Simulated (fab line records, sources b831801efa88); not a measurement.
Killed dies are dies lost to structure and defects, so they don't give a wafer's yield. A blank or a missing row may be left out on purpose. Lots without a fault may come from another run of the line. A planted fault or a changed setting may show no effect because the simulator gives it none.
Which tool did it? | flow sky130 | 11 lots, 33 wafers sampled, at 2 steps of a route of 708

WHAT THE GAUGES READ, wafer by wafer
SKY_CAPM_RS_MEAS_03: measures by four-point-probe.
lot  | measured     | on            | CAPM_TIN_RS (ohm/sq)
L246 | day 36 08:34 | film_metro-02 | 7.06 6.98 6.92
L248 | day 36 18:52 | film_metro-04 | 6.91 6.99 6.98
L252 | day 38 07:38 | film_metro-04 | 7.03 6.85 6.80
L253 | day 38 15:09 | film_metro-01 | 6.85 6.91 6.94
L255 | day 39 08:44 | film_metro-04 | 7.03 7.13 7.04
L261 | day 41 11:02 | film_metro-04 | 6.91 6.88 7.00
L262 | day 41 11:50 | film_metro-01 | 7.39 7.60 7.48 7.39 7.61 7.48
L263 | day 41 16:53 | film_metro-04 | 7.58 7.68 7.76 7.58 7.67 7.75
L264 | day 41 20:14 | film_metro-04 | 7.26 7.34 7.34 7.25 7.36 7.35
L267 | day 42 09:32 | film_metro-01 | 6.99 6.81 6.81
L268 | day 42 23:10 | film_metro-01 | 6.87 6.94 6.89

WHICH TOOL RAN EACH LOT (tool, then ch and the chambers of the sampled wafers, then the start)
lot  | SKY_CAPM_SPUTTER_02
L246 | pvd_sputter-03, day 36 08:28
L248 | pvd_sputter-04, day 36 18:46
L252 | pvd_sputter-03, day 38 07:32
L253 | pvd_sputter-01, day 38 15:00
L255 | pvd_sputter-04, day 39 08:37
L261 | pvd_sputter-03, day 41 10:55
L262 | pvd_sputter-03, day 41 11:40
L263 | pvd_sputter-03, day 41 16:47
L264 | pvd_sputter-03, day 41 20:05
L267 | pvd_sputter-04, day 42 09:26
L268 | pvd_sputter-04, day 42 23:04
- SKY_CAPM_SPUTTER_02: material TiN, target thk 200 nm, time 166.7 s.

THE ANSWER, worked out from the rows above alone
Rule: what is usual is taken from the lots themselves. Put in order of their means at a reading, lots are off if they are a third of the lots or fewer, leave a main group of 4 or more, and stand apart from it by a gap of 3 or more times the standard deviation of the main group's means; of several such gaps the widest counts. A main group whose means are all the same, to the digits that the tables above print for the reading, isn't used. A lot without any number at a reading at which 4 lots or more have one is off too. The other lots that the step has rows for count as sound.
Off: L262, L263, L264, at SKY_CAPM_RS_MEAS_03 (CAPM_TIN_RS). The main group: mean 6.94 ohm/sq, standard deviation 0.06.
A tool fits if, at a process step before that reading, it ran every lot that is off, and no sound lot after the first of them. The gauges at SKY_CAPM_RS_MEAS_03 are tried like those tools. One fits: pvd_sputter-03 at SKY_CAPM_SPUTTER_02. Its last sound lot is L261 (day 41 10:55), its first lot that is off L262 (day 41 11:40): a fault that began between those two fits.

WHAT THE SIMULATOR HAD PUT IN
Process parameter drift: pvd_sputter-03, from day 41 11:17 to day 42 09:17, at SKY_CAPM_SPUTTER_02. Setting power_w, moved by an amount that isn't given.
Lots struck among those shown: L262, L263, L264. The rule above found the same.
